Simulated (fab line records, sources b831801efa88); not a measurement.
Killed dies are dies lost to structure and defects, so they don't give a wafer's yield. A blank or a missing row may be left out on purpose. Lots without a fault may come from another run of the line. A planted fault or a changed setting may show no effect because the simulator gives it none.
Which tool did it? | flow gf180mcu | 12 lots, 36 wafers sampled, at 5 steps of a route of 602

WHAT THE GAUGES READ, wafer by wafer
GF_MIM_THK_MEAS_11: measures by xrf.
lot  | measured     | on            | MIM_ALCU_THK (nm)
L409 | day 25 12:19 | film_metro-02 | 195.0 194.5 194.8
L410 | day 25 16:32 | film_metro-04 | 196.6 194.8 195.3
L411 | day 25 19:40 | film_metro-04 | 194.2 193.8 195.5
L413 | day 26 01:42 | film_metro-01 | 195.5 195.1 195.8
L412 | day 26 05:59 | film_metro-01 | 193.7 192.1 193.5
L414 | day 26 15:37 | film_metro-02 | 197.9 196.2 196.9
L415 | day 26 23:34 | film_metro-02 | 199.0 198.9 199.9
L416 | day 27 04:25 | film_metro-04 | 198.3 199.2 200.6
L421 | day 28 18:47 | film_metro-02 | 201.3 200.4 202.1
L423 | day 29 13:49 | film_metro-04 | 197.2 197.7 199.4
L428 | day 30 15:44 | film_metro-02 | 198.4 200.1 197.8
L430 | day 31 06:10 | film_metro-02 | 197.5 197.8 198.7

GF_TOP_METAL_CD_MEAS_14: target cd 440 nm.
lot  | measured     | on        | cd_nm (nm)
L409 | day 28 23:01 | cd_sem-01 | 438.1 438.6 437.7
L410 | day 29 03:57 | cd_sem-01 | 441.6 441.9 440.4
L411 | day 29 08:25 | cd_sem-01 | 436.8 436.0 433.8
L413 | day 29 12:43 | cd_sem-02 | 441.7 441.6 441.6
L412 | day 29 15:53 | cd_sem-02 | 442.4 437.9 437.9
L414 | day 30 00:44 | cd_sem-01 | 440.3 441.2 439.3
L415 | day 30 10:17 | cd_sem-02 | 441.6 440.8 440.1
L416 | day 30 11:31 | cd_sem-01 | 438.8 441.3 441.2
L421 | day 31 22:54 | cd_sem-01 | 438.6 442.1 441.7
L423 | day 32 15:56 | cd_sem-01 | 435.7 437.1 439.1
L428 | day 33 14:15 | cd_sem-01 | 438.3 437.5 439.2
L430 | day 34 02:46 | cd_sem-02 | 441.4 438.3 439.6

GF_PASSIVATION_THK_MEAS_01.
lot  | measured     | on            | PASSIVATION_CVD_00_THK (nm)
L409 | day 29 00:00 | film_metro-03 | 985 1005 1011
L410 | day 29 05:08 | film_metro-03 | 996 1019 1004
L411 | day 29 09:22 | film_metro-04 | 995 985 1006
L413 | day 29 13:47 | film_metro-02 | 982 990 988
L412 | day 29 17:03 | film_metro-04 | 991 1001 1003
L414 | day 30 01:42 | film_metro-04 | 989 998 996
L415 | day 30 11:14 | film_metro-03 | 983 1014 1003
L416 | day 30 12:39 | film_metro-02 | 994 1009 1018
L421 | day 31 23:50 | film_metro-02 | 975 1004 991
L423 | day 32 17:04 | film_metro-03 | 976 1010 999
L428 | day 33 15:32 | film_metro-03 | 982 1007 1518 982 1008 1518
L430 | day 34 03:43 | film_metro-04 | 974 980 992

WHICH TOOL RAN EACH LOT (tool, then ch and the chambers of the sampled wafers, then the start)
lot  | GF_MIM_SPUTTER_00            | GF_PASSIVATION_CVD_00
L409 | pvd_sputter-04, day 25 11:46 | pecvd-04 ch 0,1, day 28 23:52
L410 | pvd_sputter-04, day 25 16:00 | pecvd-04 ch 0,1, day 29 05:01
L411 | pvd_sputter-01, day 25 19:06 | pecvd-03 ch 0,1, day 29 09:17
L413 | pvd_sputter-04, day 26 01:09 | pecvd-02 ch 0,2, day 29 13:40
L412 | pvd_sputter-03, day 26 05:27 | pecvd-04 ch 1, day 29 16:56
L414 | pvd_sputter-04, day 26 15:04 | pecvd-02 ch 0,2, day 30 01:36
L415 | pvd_sputter-01, day 26 23:01 | pecvd-02 ch 0,1,2, day 30 11:08
L416 | pvd_sputter-04, day 27 03:52 | pecvd-04 ch 1,2, day 30 12:34
L421 | pvd_sputter-03, day 28 18:15 | pecvd-02 ch 1,2, day 31 23:46
L423 | pvd_sputter-01, day 29 13:16 | pecvd-02 ch 1,2, day 32 16:59
L428 | pvd_sputter-04, day 30 15:12 | pecvd-02 ch 0,1,2, day 33 15:28
L430 | pvd_sputter-01, day 31 05:37 | pecvd-03 ch 1,2, day 34 03:37
- GF_MIM_SPUTTER_00: material Ti, target thk 37.5 nm, time 150 s.
- GF_PASSIVATION_CVD_00: deposits SiO2 from TEOS, target thk 1000 nm, time 111.95 s.

WHAT THE TOOLS THEMSELVES READ (means of the sampled wafers that have a number; where no wafer has one, the mark that the record gives instead)
GF_MIM_SPUTTER_00.
lot  | tool           | throttle_valve_pct (%)
L409 | pvd_sputter-04 | 30.3
L410 | pvd_sputter-04 | 32.0
L411 | pvd_sputter-01 | 30.1
L413 | pvd_sputter-04 | 29.5
L412 | pvd_sputter-03 | 29.7
L414 | pvd_sputter-04 | 30.2
L415 | pvd_sputter-01 | 30.3
L416 | pvd_sputter-04 | 30.4
L421 | pvd_sputter-03 | 30.5
L423 | pvd_sputter-01 | 29.6
L428 | pvd_sputter-04 | 29.6
L430 | pvd_sputter-01 | 30.0

GF_PASSIVATION_CVD_00.
lot  | tool     | heater_power_w (W) | rf_fwd_power_W (W) | run_length_s (s)
L409 | pecvd-04 | 691                | 595.0              | 139.4
L410 | pecvd-04 | 663                | 593.9              | 139.9
L411 | pecvd-03 | 632                | 595.9              | 139.9
L413 | pecvd-02 | 549                | 598.3              | 139.4
L412 | pecvd-04 | 613                | 596.2              | 140.1
L414 | pecvd-02 | 599                | 597.9              | 139.9
L415 | pecvd-02 | 657                | 597.8              | 139.5
L416 | pecvd-04 | 651                | 598.4              | 139.9
L421 | pecvd-02 | 624                | 595.2              | 139.7
L423 | pecvd-02 | 635                | 595.6              | 139.9
L428 | pecvd-02 | 710                | 597.3              | 158.5
L430 | pecvd-03 | 648                | 595.8              | 140.3

THE ANSWER, worked out from the rows above alone
Rule: what is usual is taken from the lots themselves. Put in order of their means at a reading, lots are off if they are a third of the lots or fewer, leave a main group of 4 or more, and stand apart from it by a gap of 3 or more times the standard deviation of the main group's means; of several such gaps the widest counts. A main group whose means are all the same, to the digits that the tables above print for the reading, isn't used. A lot without any number at a reading at which 4 lots or more have one is off too. The other lots that the step has rows for count as sound. The gauges are gone through in route order, then the tools' own readings, and for those a lot's mean is taken as printed above. The first step at which some lot is off is used, and at that step the reading that is off furthest; a lot without a number counts as furthest.
Off: L428, at GF_PASSIVATION_THK_MEAS_01 (PASSIVATION_CVD_00_THK). The main group: mean 996 nm, standard deviation 7.3.
A tool fits if, at a process step before that reading, it ran every lot that is off, and no sound lot after the first of them. The gauges at GF_PASSIVATION_THK_MEAS_01 aren't tried: what is off there is off at GF_PASSIVATION_CVD_00 too, on other tools, and a gauge's error can't cause that. Can't be told from this: 2 tools fit, pvd_sputter-04 at GF_MIM_SPUTTER_00, pecvd-02 at GF_PASSIVATION_CVD_00.

WHAT THE SIMULATOR HAD PUT IN
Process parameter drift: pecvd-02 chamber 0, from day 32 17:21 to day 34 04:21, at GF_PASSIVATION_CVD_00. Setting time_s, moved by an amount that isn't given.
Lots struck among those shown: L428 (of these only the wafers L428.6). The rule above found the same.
